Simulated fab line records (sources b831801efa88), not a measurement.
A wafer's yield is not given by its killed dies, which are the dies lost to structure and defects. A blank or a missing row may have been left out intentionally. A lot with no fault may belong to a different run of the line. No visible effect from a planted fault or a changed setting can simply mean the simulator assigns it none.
A lot that was struck, set against a sound lot :: flow sky130 :: 43 steps out of a route of 708
Sound: these wafers, L333.2, L333.4, L333.5. Struck: wafers L346.2, L346.4, L346.6. The cause is named last.
Order at every step that has rows: each side's tool, ch and its chambers, its first start. Under that, the readings that differ: sound wafers :: struck wafers :: difference of the means :: sigmas: that difference in standard deviations of wafers without a fault.
alike: same words and numbers on both sides, and readings whose means sit less than 2 such deviations apart. not compared: any withheld reading, any reading some wafer has no value for, any bound like >300 that may hide the same value, and any number with overlapping values for which the record gives no deviation.
A row with sigmas, a row that says differs or no value, or rows on one side alone: a step with any of these is where the two part. Non-overlapping numbers with no deviation appear without sigmas and do not part them. A reading missing from all wafers of one side parts the sides only when that side holds two or more wafers.

first, 1 step without rows for these wafers: SKY_LDD_P_IMPLANT_09.
SKY_LDD_P_STRIP_10: strips in O2/N2.
  sound on plasma-asher-04 ch 0,1, day 20 07:31; struck on plasma-asher-01 ch 0, day 25 08:10
  alike: drypump-motor-current-A, oes-product-au, strip-time-to-endpoint-s
  not compared: rf-hours-counter-h
SKY_LDD_P_TW_MEAS_11:
  sound: film-metro-02 at day 20 07:37; struck: film-metro-03 at day 25 08:17
  alike: LDD_P_TW
then, 7 steps without rows for these wafers: SKY_LDD_HVN_DEHYDRATE_00 (time 60 s); SKY_LDD_HVN_HMDS_01 (prime time 60 s); SKY_LDD_HVN_COAT_02 (resist thk 300 nm); SKY_LDD_HVN_SOFTBAKE_03 (time 60 s); SKY_LDD_HVN_EXPOSE_04 (exposes mask HVNTM, target cd 700 nm); SKY_LDD_HVN_PEB_05; SKY_LDD_HVN_DEVELOP_06 (develop time 60 s).
SKY_LDD_HVN_OVL_MEAS_07:
  sound: overlay-02 at day 21 14:23; struck: overlay-01 at day 26 12:44
reading: LDD_HVN_OVL (nm)
sound: 2.2 1.8 0.5
struck: -2.1 -2.0 -1.2
difference: -3.3
sigmas: -2
following that, these wafers have no rows for 1 step: SKY_LDD_HVN_IMPLANT_08.
SKY_LDD_HVN_STRIP_09: strips in O2/N2.
  sound on plasma-asher-02 ch 0,1, day 21 14:34; struck on plasma-asher-03 ch 0,1, day 26 12:55
reading: strip-time-to-endpoint-s (s)
sound: 4.134 4.130 4.129
struck: 4.137 4.175 4.171
difference: +0.030
sigmas: +2
  alike: drypump-motor-current-A, oes-product-au
  not compared: rf-hours-counter-h
SKY_LDD_HVN_TW_MEAS_10:
  sound: film-metro-02 at day 21 14:40; struck: film-metro-01 at day 26 13:02
  alike: LDD_HVN_TW
then, 7 steps without rows for these wafers: SKY_LDD_HVP_DEHYDRATE_00 (time 60 s); SKY_LDD_HVP_HMDS_01 (prime time 60 s); SKY_LDD_HVP_COAT_02 (resist thk 300 nm); SKY_LDD_HVP_SOFTBAKE_03 (time 60 s); SKY_LDD_HVP_EXPOSE_04 (exposes mask HVPTM, target cd 700 nm); SKY_LDD_HVP_PEB_05; SKY_LDD_HVP_DEVELOP_06 (develop time 60 s).
SKY_LDD_HVP_OVL_MEAS_07:
  sound: overlay-01 at day 22 21:14; struck: overlay-02 at day 27 17:38
  alike: LDD_HVP_OVL
following that, these wafers have no rows for 1 step: SKY_LDD_HVP_IMPLANT_08.
SKY_LDD_HVP_STRIP_09: strips in O2/N2.
  sound on plasma-asher-02 ch 1, day 22 21:25; struck on plasma-asher-02 ch 0,1, day 27 17:49
reading: strip-time-to-endpoint-s (s)
sound: 4.163 4.132 4.156
struck: 4.128 4.132 4.106
difference: -0.028
sigmas: -2
  alike: drypump-motor-current-A, oes-product-au
  not compared: rf-hours-counter-h
SKY_LDD_HVP_TW_MEAS_10:
  sound: film-metro-03 at day 22 21:32; struck: film-metro-02 at day 27 17:55
reading: LDD_HVP_TW
sound: 457 456 457
struck: 445 443 446
difference: -12
sigmas: -2
then, 7 steps without rows for these wafers: SKY_LDD_LDN_DEHYDRATE_00 (time 60 s); SKY_LDD_LDN_HMDS_01 (prime time 60 s); SKY_LDD_LDN_COAT_02 (resist thk 1140 nm); SKY_LDD_LDN_SOFTBAKE_03 (time 60 s); SKY_LDD_LDN_EXPOSE_04 (exposes mask LDNTM, target cd 700 nm); SKY_LDD_LDN_PEB_05; SKY_LDD_LDN_DEVELOP_06 (develop time 60 s).
SKY_LDD_LDN_OVL_MEAS_07:
  sound: overlay-02 at day 24 03:23; struck: overlay-02 at day 28 22:41
  alike: LDD_LDN_OVL
then, 4 steps without rows for these wafers: SKY_LDD_LDN_IMPLANT_08; SKY_LDD_LDN_IMPLANT_09; SKY_LDD_LDN_IMPLANT_10; SKY_LDD_LDN_IMPLANT_11.
SKY_LDD_LDN_STRIP_12: strips in O2/N2.
  sound on plasma-asher-03 ch 0,1, day 24 04:01; struck on plasma-asher-02 ch 0,1, day 28 23:19
  alike: drypump-motor-current-A, oes-product-au, strip-time-to-endpoint-s
  not compared: rf-hours-counter-h
SKY_LDD_LDN_TW_MEAS_13:
  sound: film-metro-03 at day 24 04:07; struck: film-metro-01 at day 28 23:26
  alike: LDD_LDN_TW
then, 2 steps without rows for these wafers: SKY_LDD_LDN_CLEAN_14 (cleans in SC1/SC2, time 150 s); SKY_SPACER_CVD_00 (deposits Si3N4 from DCS/NH3, target thk 43.1 nm, time 740 s).
SKY_SPACER_THK_MEAS_01:
  sound: film-metro-02 at day 24 05:26; struck: film-metro-01 at day 29 00:45
reading: SPACER_CVD_00_THK (nm)
sound: 44.2 44.0 44.2
struck: 42.5 43.1 42.7
difference: -1.4
sigmas: -3
-- the record jumps here: 21 days lie between the struck wafers' starts before and after (it left off in module SPACER and takes up again in module PAD_OPEN, whose first step shown is number 708 of the route) --
SKY_PAD_OPEN_PROBE_99:
  sound: prober-02 at day 46 14:31; struck: prober-01 at day 49 19:22
reading: hold
sound: - - -
struck: await-dispo/3.7h/release await-dispo/3.7h/release await-dispo/3.7h/release
difference: no value on the sound wafers
sigmas: 

reading: killed-at-front-end
sound: 21 11 19
struck: 50 60 49
difference: +36
sigmas: +7

reading: killed-dies
sound: 79 74 73
struck: 133 113 113
difference: +44
sigmas: +4
  alike: killed_at_M0_to_M3, killed_at_M4_up, killed-at-contacts, killed-at-other, killed-open, killed-short

== WHERE THEY PART ==
Earliest at SKY_LDD_HVN_OVL_MEAS_07; latest, in this record, at SKY_PAD_OPEN_PROBE_99.

WHY: whatever the simulator had introduced
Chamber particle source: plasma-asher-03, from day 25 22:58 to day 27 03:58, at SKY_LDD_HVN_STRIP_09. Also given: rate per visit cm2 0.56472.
